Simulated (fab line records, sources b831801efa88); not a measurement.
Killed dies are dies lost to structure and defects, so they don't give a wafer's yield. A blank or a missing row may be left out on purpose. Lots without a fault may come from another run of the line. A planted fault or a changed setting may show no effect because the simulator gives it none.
Which tool did it? | flow gf180mcu | 6 lots, 18 wafers sampled, at 4 steps of a route of 602

WHAT THE GAUGES READ, wafer by wafer
GF_V5_THK_MEAS_03.
lot  | measured     | on            | V5_CVD_02_THK (nm)
L933 | day 26 13:53 | film_metro-01 | 1440 1444 1434
L937 | day 27 19:30 | film_metro-01 | 1403 1430 1442
L940 | day 28 14:52 | film_metro-03 | 1454 1420 1448
L943 | day 29 19:14 | film_metro-02 | 1474 1483 1487
L951 | day 31 22:23 | film_metro-01 | 1449 1472 1459
L955 | day 33 02:05 | film_metro-02 | 1362 1350 1372

WHICH TOOL RAN EACH LOT (tool, then ch and the chambers of the sampled wafers, then the start)
lot  | GF_MIM_SPUTTER_01            | GF_MIM_SPUTTER_03            | GF_V5_CVD_02
L933 | pvd_sputter-04, day 24 17:59 | pvd_sputter-04, day 24 18:03 | pecvd-01 ch 0,1,2, day 26 13:45
L937 | pvd_sputter-04, day 26 00:51 | pvd_sputter-04, day 26 00:55 | pecvd-01 ch 1,2, day 27 19:23
L940 | pvd_sputter-02, day 26 21:40 | pvd_sputter-02, day 26 21:43 | pecvd-03 ch 0,2, day 28 14:45
L943 | pvd_sputter-01, day 28 02:59 | pvd_sputter-01, day 28 03:03 | pecvd-02 ch 0,1,2, day 29 19:07
L951 | pvd_sputter-02, day 30 09:11 | pvd_sputter-02, day 30 09:15 | pecvd-01 ch 0,1,2, day 31 22:17
L955 | pvd_sputter-04, day 31 15:59 | pvd_sputter-04, day 31 16:02 | pecvd-01 ch 0,1,2, day 33 01:59
- GF_MIM_SPUTTER_01: material TiN, target thk 30 nm, time 25 s.
- GF_MIM_SPUTTER_03: material Ti, target thk 10 nm, time 6.7 s.
- GF_V5_CVD_02: deposits SiO2 from TEOS, target thk 1450 nm, time 163.28 s.

THE ANSWER, worked out from the rows above alone
Rule: what is usual is taken from the lots themselves. Put in order of their means at a reading, lots are off if they are a third of the lots or fewer, leave a main group of 4 or more, and stand apart from it by a gap of 3 or more times the standard deviation of the main group's means; of several such gaps the widest counts. A main group whose means are all the same, to the digits that the tables above print for the reading, isn't used. A lot without any number at a reading at which 4 lots or more have one is off too. The other lots that the step has rows for count as sound.
Off: L955, at GF_V5_THK_MEAS_03 (V5_CVD_02_THK). The main group: mean 1449 nm, standard deviation 20.
A tool fits if, at a process step before that reading, it ran every lot that is off, and no sound lot after the first of them. The gauges at GF_V5_THK_MEAS_03 are tried like those tools. Can't be told from this: 3 tools fit, pvd_sputter-04 at GF_MIM_SPUTTER_01 and GF_MIM_SPUTTER_03, pecvd-01 at GF_V5_CVD_02, film_metro-02 at GF_V5_THK_MEAS_03.

WHAT THE SIMULATOR HAD PUT IN
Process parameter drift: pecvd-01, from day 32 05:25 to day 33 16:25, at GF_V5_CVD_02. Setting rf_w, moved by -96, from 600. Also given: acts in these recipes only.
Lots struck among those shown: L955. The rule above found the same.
